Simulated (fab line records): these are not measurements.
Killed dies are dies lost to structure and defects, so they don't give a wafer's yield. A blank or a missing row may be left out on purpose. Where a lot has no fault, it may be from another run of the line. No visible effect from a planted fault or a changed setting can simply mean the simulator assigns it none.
Chamber matching + flow sky130 + SKY_VIA3_CMP_02 on cmp-01: 4 sister chambers
The step polishes SiO2. 8 wafers are shown with their chamber, then 8 later ones without.

## WAFERS WITH THEIR CHAMBER
| wafer  | chamber | motorCurrentA (A) | retainingRingPressureFrac |
|--------|---------|-------------------|---------------------------|
| L346.1 | 1       | 12.3              | 1.001                     |
| L346.3 | 0       | 11.5              | 0.997                     |
| L354.1 | 0       | 11.9              | 0.997                     |
| L354.4 | 1       | 12.4              | 0.997                     |
| L356.2 | 3       | 12.6              | 0.997                     |
| L356.5 | 2       | 15.0              | 1.000                     |
| L356.6 | 3       | 13.0              | 0.998                     |
| L359.3 | 2       | 15.0              | 0.989                     |

## WAFERS WHOSE CHAMBER IS MISSING
| wafer  | motorCurrentA (A) | retainingRingPressureFrac |
|--------|-------------------|---------------------------|
| L359.4 | 13.4              | 1.000                     |
| L359.6 | 14.7              | 0.991                     |
| L362.2 | 13.0              | 1.001                     |
| L362.4 | 14.7              | 1.004                     |
| L362.6 | 11.9              | 0.994                     |
| L363.1 | 11.8              | 1.008                     |
| L363.3 | 15.0              | 0.996                     |
| L363.4 | 12.2              | 0.999                     |

## THE CHAMBER EACH PASSED THROUGH
| wafer  | from the rows above     | in truth |
|--------|-------------------------|----------|
| L359.4 | 3                       | 3        |
| L359.6 | 2                       | 2        |
| L362.2 | can't be placed: 3 or 1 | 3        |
| L362.4 | 2                       | 2        |
| L362.6 | can't be placed: 0 or 1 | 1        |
| L363.1 | can't be placed: 0 or 1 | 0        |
| L363.3 | 2                       | 2        |
| L363.4 | can't be placed: 1 or 0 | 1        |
4 of 8 placed correctly. Not placeable from these rows: 4 (in 4, the candidates include the true chamber). Placed wrongly: 0.
How it was worked out, from the rows above alone: a wafer's distance from a chamber is the root of the sum, over the readings, of the square of ((its reading less the chamber's mean) divided by the reading's scatter). The wafer belongs to the nearest chamber; if the next one is less than 2 further off, it can't be placed. A chamber's mean is the mean of its shown wafers. How the scatter is found: for the shown wafers, subtract from each reading the mean of its chamber, square and add these, divide the total by (wafers less chambers), then take the root.
